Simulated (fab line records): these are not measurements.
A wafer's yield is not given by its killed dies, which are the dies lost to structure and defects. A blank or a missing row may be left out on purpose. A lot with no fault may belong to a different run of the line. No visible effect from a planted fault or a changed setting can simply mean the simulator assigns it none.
Which tool did it? || flow sfqLine || 14 lots, 42 wafers sampled, at 5 steps of a route of 325

## WHAT EACH GAUGE READ, for each wafer
SFQ_M2_RS_MEAS_914: uses a four-point probe to measure.
{"lot": "L816", "measured": "day 31 04:15", "on": "filmMetro-01", "M2_NB_RS (ohm/sq)": "0.886 0.879 0.887"}
{"lot": "L817", "measured": "day 31 11:25", "on": "filmMetro-01", "M2_NB_RS (ohm/sq)": "0.896 0.887 0.905"}
{"lot": "L818", "measured": "day 32 03:24", "on": "filmMetro-03", "M2_NB_RS (ohm/sq)": "0.445 0.445 0.444"}
{"lot": "L819", "measured": "day 32 09:09", "on": "filmMetro-02", "M2_NB_RS (ohm/sq)": "0.880 0.879 0.879"}
{"lot": "L820", "measured": "day 32 11:34", "on": "filmMetro-01", "M2_NB_RS (ohm/sq)": "0.892 0.895 0.890"}
{"lot": "L824", "measured": "day 35 16:05", "on": "filmMetro-02", "M2_NB_RS (ohm/sq)": "0.442 0.442 0.438"}
{"lot": "L831", "measured": "day 38 02:52", "on": "filmMetro-03", "M2_NB_RS (ohm/sq)": "0.903 0.895 0.898"}
{"lot": "L832", "measured": "day 38 08:14", "on": "filmMetro-01", "M2_NB_RS (ohm/sq)": "0.902 0.893 0.901"}
{"lot": "L833", "measured": "day 38 11:15", "on": "filmMetro-01", "M2_NB_RS (ohm/sq)": "0.903 0.905 0.901"}
{"lot": "L834", "measured": "day 39 04:03", "on": "filmMetro-01", "M2_NB_RS (ohm/sq)": "0.886 0.900 0.896"}
{"lot": "L835", "measured": "day 39 11:21", "on": "filmMetro-01", "M2_NB_RS (ohm/sq)": "0.884 0.879 0.888"}
{"lot": "L836", "measured": "day 40 00:43", "on": "filmMetro-01", "M2_NB_RS (ohm/sq)": "0.908 0.913 0.907"}
{"lot": "L837", "measured": "day 40 03:05", "on": "filmMetro-03", "M2_NB_RS (ohm/sq)": "0.901 0.903 0.905"}
{"lot": "L838", "measured": "day 40 16:17", "on": "filmMetro-03", "M2_NB_RS (ohm/sq)": "0.899 0.898 0.895"}

SFQ_C5_OVL_MEAS_937.
{"lot": "L816", "measured": "day 74 01:36", "on": "overlay-02", "C5_OVL (nm)": "12 15 18"}
{"lot": "L817", "measured": "day 74 19:39", "on": "overlay-02", "C5_OVL (nm)": "0 9 4"}
{"lot": "L818", "measured": "day 74 20:46", "on": "overlay-02", "C5_OVL (nm)": "1 -2 -3"}
{"lot": "L819", "measured": "day 74 23:15", "on": "overlay-02", "C5_OVL (nm)": "3 0 4"}
{"lot": "L820", "measured": "day 75 03:32", "on": "overlay-02", "C5_OVL (nm)": "2 3 9"}
{"lot": "L824", "measured": "day 75 13:07", "on": "overlay-02", "C5_OVL (nm)": "-5 -5 0"}
{"lot": "L831", "measured": "day 82 23:37", "on": "overlay-02", "C5_OVL (nm)": "10 9 8"}
{"lot": "L832", "measured": "day 83 00:59", "on": "overlay-02", "C5_OVL (nm)": "3 8 5"}
{"lot": "L833", "measured": "day 84 05:17", "on": "overlay-01", "C5_OVL (nm)": "2 1 8"}
{"lot": "L834", "measured": "day 84 18:17", "on": "overlay-02", "C5_OVL (nm)": "5 2 4"}
{"lot": "L835", "measured": "day 85 03:52", "on": "overlay-02", "C5_OVL (nm)": "-6 -3 -4"}
{"lot": "L836", "measured": "day 85 08:41", "on": "overlay-02", "C5_OVL (nm)": "-3 5 0"}
{"lot": "L837", "measured": "day 85 12:16", "on": "overlay-02", "C5_OVL (nm)": "1 -5 0"}
{"lot": "L838", "measured": "day 85 13:28", "on": "overlay-02", "C5_OVL (nm)": "5 0 1"}

## TOOL THAT RAN EACH LOT (tool first, then ch and the chambers of the sampled wafers, then the start)
{"lot": "L816", "SFQ_TRILAYER_L0_BARC_OPEN_METAL_ETCH_010": "rieMetal-04 ch 0,1, day 4 06:52", "SFQ_TRILAYER_M2_DEP_SPUTTER_055": "pvdSputter-04, day 31 04:07", "SFQ_TRILAYER_M2_ETCH_METAL_ETCH_060": "rieMetal-01 ch 0,1, day 37 08:58"}
{"lot": "L817", "SFQ_TRILAYER_L0_BARC_OPEN_METAL_ETCH_010": "rieMetal-04 ch 0,1, day 4 12:50", "SFQ_TRILAYER_M2_DEP_SPUTTER_055": "pvdSputter-06, day 31 11:19", "SFQ_TRILAYER_M2_ETCH_METAL_ETCH_060": "rieMetal-04 ch 0,1, day 37 19:50"}
{"lot": "L818", "SFQ_TRILAYER_L0_BARC_OPEN_METAL_ETCH_010": "rieMetal-01 ch 0,1, day 4 19:32", "SFQ_TRILAYER_M2_DEP_SPUTTER_055": "pvdSputter-05, day 32 03:03", "SFQ_TRILAYER_M2_ETCH_METAL_ETCH_060": "rieMetal-03 ch 1, day 38 09:06"}
{"lot": "L819", "SFQ_TRILAYER_L0_BARC_OPEN_METAL_ETCH_010": "rieMetal-04 ch 0,1, day 5 01:32", "SFQ_TRILAYER_M2_DEP_SPUTTER_055": "pvdSputter-06, day 32 09:03", "SFQ_TRILAYER_M2_ETCH_METAL_ETCH_060": "rieMetal-03 ch 1, day 38 13:54"}
{"lot": "L820", "SFQ_TRILAYER_L0_BARC_OPEN_METAL_ETCH_010": "rieMetal-04 ch 0,1, day 5 09:56", "SFQ_TRILAYER_M2_DEP_SPUTTER_055": "pvdSputter-05, day 32 11:27", "SFQ_TRILAYER_M2_ETCH_METAL_ETCH_060": "rieMetal-01 ch 0,1, day 38 15:02"}
{"lot": "L824", "SFQ_TRILAYER_L0_BARC_OPEN_METAL_ETCH_010": "rieMetal-04 ch 0,1, day 6 17:46", "SFQ_TRILAYER_M2_DEP_SPUTTER_055": "pvdSputter-04, day 35 15:44", "SFQ_TRILAYER_M2_ETCH_METAL_ETCH_060": "rieMetal-01 ch 0,1, day 41 18:48"}
{"lot": "L831", "SFQ_TRILAYER_L0_BARC_OPEN_METAL_ETCH_010": "rieMetal-02 ch 0,1, day 8 04:35", "SFQ_TRILAYER_M2_DEP_SPUTTER_055": "pvdSputter-05, day 38 02:44", "SFQ_TRILAYER_M2_ETCH_METAL_ETCH_060": "rieMetal-01 ch 0,1, day 44 10:01"}
{"lot": "L832", "SFQ_TRILAYER_L0_BARC_OPEN_METAL_ETCH_010": "rieMetal-02 ch 0, day 8 10:34", "SFQ_TRILAYER_M2_DEP_SPUTTER_055": "pvdSputter-06, day 38 08:08", "SFQ_TRILAYER_M2_ETCH_METAL_ETCH_060": "rieMetal-03 ch 0,1, day 44 14:54"}
{"lot": "L833", "SFQ_TRILAYER_L0_BARC_OPEN_METAL_ETCH_010": "rieMetal-01 ch 0,1, day 8 20:25", "SFQ_TRILAYER_M2_DEP_SPUTTER_055": "pvdSputter-05, day 38 11:08", "SFQ_TRILAYER_M2_ETCH_METAL_ETCH_060": "rieMetal-04 ch 0,1, day 44 19:42"}
{"lot": "L834", "SFQ_TRILAYER_L0_BARC_OPEN_METAL_ETCH_010": "rieMetal-02 ch 0, day 9 02:25", "SFQ_TRILAYER_M2_DEP_SPUTTER_055": "pvdSputter-04, day 39 03:56", "SFQ_TRILAYER_M2_ETCH_METAL_ETCH_060": "rieMetal-04 ch 1, day 45 12:25"}
{"lot": "L835", "SFQ_TRILAYER_L0_BARC_OPEN_METAL_ETCH_010": "rieMetal-01 ch 0,1, day 9 09:55", "SFQ_TRILAYER_M2_DEP_SPUTTER_055": "pvdSputter-05, day 39 11:16", "SFQ_TRILAYER_M2_ETCH_METAL_ETCH_060": "rieMetal-03 ch 0,1, day 45 20:11"}
{"lot": "L836", "SFQ_TRILAYER_L0_BARC_OPEN_METAL_ETCH_010": "rieMetal-02 ch 0,1, day 9 15:56", "SFQ_TRILAYER_M2_DEP_SPUTTER_055": "pvdSputter-06, day 40 00:35", "SFQ_TRILAYER_M2_ETCH_METAL_ETCH_060": "rieMetal-04 ch 0,1, day 46 04:38"}
{"lot": "L837", "SFQ_TRILAYER_L0_BARC_OPEN_METAL_ETCH_010": "rieMetal-02 ch 0,1, day 9 19:31", "SFQ_TRILAYER_M2_DEP_SPUTTER_055": "pvdSputter-05, day 40 02:59", "SFQ_TRILAYER_M2_ETCH_METAL_ETCH_060": "rieMetal-01 ch 0,1, day 46 08:11"}
{"lot": "L838", "SFQ_TRILAYER_L0_BARC_OPEN_METAL_ETCH_010": "rieMetal-01 ch 0,1, day 10 04:02", "SFQ_TRILAYER_M2_DEP_SPUTTER_055": "pvdSputter-05, day 40 16:11", "SFQ_TRILAYER_M2_ETCH_METAL_ETCH_060": "rieMetal-03 ch 0,1, day 46 15:23"}
- SFQ_TRILAYER_L0_BARC_OPEN_METAL_ETCH_010: etches BARC in O2, target depth 125 nm, time 41.7 s.
- SFQ_TRILAYER_M2_DEP_SPUTTER_055: material Nb, target thk 200 nm, time 133.3 s.
- SFQ_TRILAYER_M2_ETCH_METAL_ETCH_060: etches Nb in Cl2/Ar, stops on SiO2, target depth 240 nm, time 120 s.

## WHAT THE TOOLS THEMSELVES READ (means of the sampled wafers that have a number; where no wafer has one, the mark that the record gives instead)
SFQ_TRILAYER_L0_BARC_OPEN_METAL_ETCH_010.
{"lot": "L816", "tool": "rieMetal-04", "drypumpMotorCurrentA (A)": 5.23, "oesProductAu (a.u.)": 0.683}
{"lot": "L817", "tool": "rieMetal-04", "drypumpMotorCurrentA (A)": 5.23, "oesProductAu (a.u.)": 0.685}
{"lot": "L818", "tool": "rieMetal-01", "drypumpMotorCurrentA (A)": 5.74, "oesProductAu (a.u.)": 0.688}
{"lot": "L819", "tool": "rieMetal-04", "drypumpMotorCurrentA (A)": 5.22, "oesProductAu (a.u.)": 0.686}
{"lot": "L820", "tool": "rieMetal-04", "drypumpMotorCurrentA (A)": 5.23, "oesProductAu (a.u.)": 0.685}
{"lot": "L824", "tool": "rieMetal-04", "drypumpMotorCurrentA (A)": 5.22, "oesProductAu (a.u.)": 0.684}
{"lot": "L831", "tool": "rieMetal-02", "drypumpMotorCurrentA (A)": 5.89, "oesProductAu (a.u.)": 0.680}
{"lot": "L832", "tool": "rieMetal-02", "drypumpMotorCurrentA (A)": 5.97, "oesProductAu (a.u.)": 0.687}
{"lot": "L833", "tool": "rieMetal-01", "drypumpMotorCurrentA (A)": 5.77, "oesProductAu (a.u.)": 0.685}
{"lot": "L834", "tool": "rieMetal-02", "drypumpMotorCurrentA (A)": 6.00, "oesProductAu (a.u.)": 0.684}
{"lot": "L835", "tool": "rieMetal-01", "drypumpMotorCurrentA (A)": 5.75, "oesProductAu (a.u.)": 0.686}
{"lot": "L836", "tool": "rieMetal-02", "drypumpMotorCurrentA (A)": 5.83, "oesProductAu (a.u.)": 0.685}
{"lot": "L837", "tool": "rieMetal-02", "drypumpMotorCurrentA (A)": 5.95, "oesProductAu (a.u.)": 0.684}
{"lot": "L838", "tool": "rieMetal-01", "drypumpMotorCurrentA (A)": 5.77, "oesProductAu (a.u.)": 0.685}

SFQ_TRILAYER_M2_DEP_SPUTTER_055.
{"lot": "L816", "tool": "pvdSputter-04", "cathodeDcPowerW (W)": 2000.3, "substrateTempC (C)": 20.01, "throttleValvePct (%)": 29.3}
{"lot": "L817", "tool": "pvdSputter-06", "cathodeDcPowerW (W)": 1999.8, "substrateTempC (C)": 19.93, "throttleValvePct (%)": 29.7}
{"lot": "L818", "tool": "pvdSputter-05", "cathodeDcPowerW (W)": 2000.1, "substrateTempC (C)": 20.00, "throttleValvePct (%)": 29.8}
{"lot": "L819", "tool": "pvdSputter-06", "cathodeDcPowerW (W)": 2000.1, "substrateTempC (C)": 19.94, "throttleValvePct (%)": 30.1}
{"lot": "L820", "tool": "pvdSputter-05", "cathodeDcPowerW (W)": 2000.0, "substrateTempC (C)": 19.96, "throttleValvePct (%)": 30.2}
{"lot": "L824", "tool": "pvdSputter-04", "cathodeDcPowerW (W)": 1999.8, "substrateTempC (C)": 20.06, "throttleValvePct (%)": 29.6}
{"lot": "L831", "tool": "pvdSputter-05", "cathodeDcPowerW (W)": 1999.8, "substrateTempC (C)": 20.16, "throttleValvePct (%)": 30.0}
{"lot": "L832", "tool": "pvdSputter-06", "cathodeDcPowerW (W)": 2000.2, "substrateTempC (C)": 20.00, "throttleValvePct (%)": 30.1}
{"lot": "L833", "tool": "pvdSputter-05", "cathodeDcPowerW (W)": 2000.2, "substrateTempC (C)": 20.07, "throttleValvePct (%)": 29.9}
{"lot": "L834", "tool": "pvdSputter-04", "cathodeDcPowerW (W)": 1999.8, "substrateTempC (C)": 20.01, "throttleValvePct (%)": 29.1}
{"lot": "L835", "tool": "pvdSputter-05", "cathodeDcPowerW (W)": 1999.9, "substrateTempC (C)": 20.18, "throttleValvePct (%)": 29.6}
{"lot": "L836", "tool": "pvdSputter-06", "cathodeDcPowerW (W)": 2000.1, "substrateTempC (C)": 19.88, "throttleValvePct (%)": 29.5}
{"lot": "L837", "tool": "pvdSputter-05", "cathodeDcPowerW (W)": 2000.0, "substrateTempC (C)": 20.04, "throttleValvePct (%)": 29.7}
{"lot": "L838", "tool": "pvdSputter-05", "cathodeDcPowerW (W)": 1999.9, "substrateTempC (C)": 20.08, "throttleValvePct (%)": 29.4}

SFQ_TRILAYER_M2_ETCH_METAL_ETCH_060.
{"lot": "L816", "tool": "rieMetal-01", "drypumpMotorCurrentA (A)": 5.79, "oesProductAu (a.u.)": 0.895}
{"lot": "L817", "tool": "rieMetal-04", "drypumpMotorCurrentA (A)": 5.29, "oesProductAu (a.u.)": 0.888}
{"lot": "L818", "tool": "rieMetal-03", "drypumpMotorCurrentA (A)": 5.30, "oesProductAu (a.u.)": 1.003}
{"lot": "L819", "tool": "rieMetal-03", "drypumpMotorCurrentA (A)": 5.31, "oesProductAu (a.u.)": 0.899}
{"lot": "L820", "tool": "rieMetal-01", "drypumpMotorCurrentA (A)": 5.74, "oesProductAu (a.u.)": 0.891}
{"lot": "L824", "tool": "rieMetal-01", "drypumpMotorCurrentA (A)": 5.74, "oesProductAu (a.u.)": 0.994}
{"lot": "L831", "tool": "rieMetal-01", "drypumpMotorCurrentA (A)": 5.75, "oesProductAu (a.u.)": 0.887}
{"lot": "L832", "tool": "rieMetal-03", "drypumpMotorCurrentA (A)": 5.49, "oesProductAu (a.u.)": 0.888}
{"lot": "L833", "tool": "rieMetal-04", "drypumpMotorCurrentA (A)": 5.23, "oesProductAu (a.u.)": 0.886}
{"lot": "L834", "tool": "rieMetal-04", "drypumpMotorCurrentA (A)": 5.32, "oesProductAu (a.u.)": 0.896}
{"lot": "L835", "tool": "rieMetal-03", "drypumpMotorCurrentA (A)": 5.49, "oesProductAu (a.u.)": 0.895}
{"lot": "L836", "tool": "rieMetal-04", "drypumpMotorCurrentA (A)": 5.23, "oesProductAu (a.u.)": 0.888}
{"lot": "L837", "tool": "rieMetal-01", "drypumpMotorCurrentA (A)": 5.77, "oesProductAu (a.u.)": 0.887}
{"lot": "L838", "tool": "rieMetal-03", "drypumpMotorCurrentA (A)": 5.43, "oesProductAu (a.u.)": 0.888}

## THE ANSWER, worked out from the rows above alone
Rule: the usual values come from the lots themselves. Put in order of their means at a reading, lots are off if they are a third of the lots or fewer, leave a main group of 4 or more, and stand apart from it by a gap of 3 or more times the standard deviation of the main group's means; of several such gaps the widest counts. Not used: any main group whose means are identical at the precision the tables above print for the reading. Also off: a lot with no number at a reading for which 4 or more lots have one. Where the step has rows for the other lots, those lots are counted as sound. Order of review: gauges by route order, followed by the tools' own readings, for which a lot's mean as printed above is used. The first step at which some lot is off is used, and at that step the reading that is off furthest; a lot without a number counts as furthest.
Off: L818, L824, at SFQ_M2_RS_MEAS_914 (M2_NB_RS). The main group: mean 0.895 ohm/sq, standard deviation 0.0085.
If a tool, at a process step before that reading, ran all the lots that are off and no sound lot after the first of them, it fits. Not tried: the gauges at SFQ_M2_RS_MEAS_914; whatever is off there is also off at SFQ_TRILAYER_M2_ETCH_METAL_ETCH_060, on other tools, and gauge error can't account for it. Not one of the candidates tried fits.

## WHAT THE SIMULATOR HAD INSERTED
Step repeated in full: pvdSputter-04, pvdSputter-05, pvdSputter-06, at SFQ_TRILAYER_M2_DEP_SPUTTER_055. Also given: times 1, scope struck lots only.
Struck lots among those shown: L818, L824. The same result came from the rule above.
